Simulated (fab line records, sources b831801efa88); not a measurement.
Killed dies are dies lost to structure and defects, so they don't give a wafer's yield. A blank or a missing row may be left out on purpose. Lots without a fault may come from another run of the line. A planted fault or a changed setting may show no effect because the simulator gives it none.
Chamber matching | flow sky130 | SKY_VIA4_CMP_21 on cmp-02: 4 sister chambers
The step polishes, stops on SiO2, t overpolish 25 s, target thk 0 nm. 8 wafers are shown with their chamber, then 9 later ones without.

WAFERS WITH THEIR CHAMBER
wafer  | chamber | motor_current_A (A) | slurry_flow_ml_min
L614.3 | 0       | 9.8                 | 150.1
L618.2 | 3       | 10.1                | 148.7
L618.6 | 2       | 10.6                | 150.1
L622.4 | 3       | 10.6                | 150.6
L622.5 | 1       | 12.4                | 149.6
L624.1 | 2       | 10.9                | 149.7
L624.2 | 1       | 12.0                | 150.1
L624.6 | 0       | 10.2                | 150.3

WAFERS WITHOUT THEIR CHAMBER
wafer  | motor_current_A (A) | slurry_flow_ml_min
L625.1 | 12.8                | 150.3
L625.2 | 9.8                 | 150.0
L625.3 | 11.1                | 150.0
L626.2 | 10.5                | 150.7
L626.4 | 10.6                | 149.7
L626.6 | 13.1                | 149.2
L628.1 | 10.7                | 149.4
L628.2 | 11.7                | 148.4
L628.5 | 10.2                | 150.9

WHICH CHAMBER EACH WENT THROUGH
wafer  | from the rows above          | in truth
L625.1 | 1                            | 1
L625.2 | can't be placed: 0 or 3      | 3
L625.3 | can't be placed: 2 or 3      | 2
L626.2 | can't be placed: 2 or 3 or 0 | 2
L626.4 | can't be placed: 2 or 3 or 0 | 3
L626.6 | 1                            | 1
L628.1 | can't be placed: 2 or 3 or 0 | 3
L628.2 | can't be placed: 1 or 2      | 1
L628.5 | can't be placed: 0 or 3 or 2 | 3
Placed correctly: 2 of 9. Can't be placed from these rows: 7 (the true chamber is among the candidates in 7). Placed wrongly: 0.
How it was worked out, from the rows above alone: a wafer's distance from a chamber is the root of the sum, over the readings, of the square of ((its reading less the chamber's mean) divided by the reading's scatter). The wafer belongs to the nearest chamber; if the next one is less than 2 further off, it can't be placed. A chamber's mean is the mean of its shown wafers. The scatter: the root of (the sum of the squares of (reading less its chamber's mean) over the shown wafers, divided by (wafers less chambers)).
